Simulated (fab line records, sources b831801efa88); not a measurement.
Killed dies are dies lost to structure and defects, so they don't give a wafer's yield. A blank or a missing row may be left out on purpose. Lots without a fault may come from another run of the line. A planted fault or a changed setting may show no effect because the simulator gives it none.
Chamber matching | flow sky130 | SKY_CONTACT_CMP_04 on cmp-01: 4 sister chambers
The step polishes SiO2. 16 wafers are shown with their chamber, then 8 later ones without.

WAFERS WITH THEIR CHAMBER
wafer  | chamber | motor_current_A (A) | time_to_endpoint_s (s)
L943.2 | 3       | 13.1                | 82
L943.3 | 0       | 11.2                | 81
L943.4 | 2       | 10.4                | 81
L944.3 | 3       | 13.7                | 82
L944.5 | 3       | 13.3                | 77
L944.6 | 2       | 11.0                | 82
L945.2 | 2       | 10.7                | 84
L945.4 | 1       | 13.4                | 83
L945.6 | 3       | 12.9                | 81
L949.1 | 3       | 13.3                | 84
L949.3 | 2       | 11.0                | 83
L949.5 | 3       | 13.5                | 82
L957.1 | 1       | 13.4                | 85
L957.3 | 0       | 10.9                | 82
L957.4 | 2       | 10.5                | 77
L958.1 | 2       | 10.7                | 86

SIGNATURES (means of the wafers above)
reading            | chamber 0 | chamber 1 | chamber 2 | chamber 3 | scatter within a chamber
motor_current_A    | 11.050    | 13.400    | 10.717    | 13.300    | 0.251
time_to_endpoint_s | 81.50     | 84.00     | 82.17     | 81.33     | 2.53
Rule: a wafer's distance from a chamber is the root of the sum, over the readings, of the square of ((its reading less the chamber's mean) divided by the reading's scatter). The wafer belongs to the nearest chamber; if the next one is less than 2 further off, it can't be placed. The scatter: the root of (the sum of the squares of (reading less its chamber's mean) over the shown wafers, divided by (wafers less chambers)).

WAFERS WITHOUT THEIR CHAMBER
wafer  | motor_current_A (A) | time_to_endpoint_s (s)
L958.4 | 13.6                | 82
L958.6 | 10.5                | 85
L964.1 | 11.0                | 79
L964.4 | 10.5                | 78
L964.5 | 13.1                | 81
L965.1 | 13.8                | 84
L965.3 | 10.2                | 83
L965.4 | 13.9                | 81

WHICH CHAMBER EACH WENT THROUGH
wafer  | from the rows above     | in truth
L958.4 | can't be placed: 1 or 3 | 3
L958.6 | can't be placed: 2 or 0 | 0
L964.1 | can't be placed: 0 or 2 | 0
L964.4 | can't be placed: 2 or 0 | 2
L964.5 | can't be placed: 3 or 1 | 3
L965.1 | can't be placed: 1 or 3 | 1
L965.3 | can't be placed: 2 or 0 | 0
L965.4 | can't be placed: 1 or 3 | 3
Placed correctly: 0 of 8. Can't be placed from these rows: 8 (the true chamber is among the candidates in 8). Placed wrongly: 0.
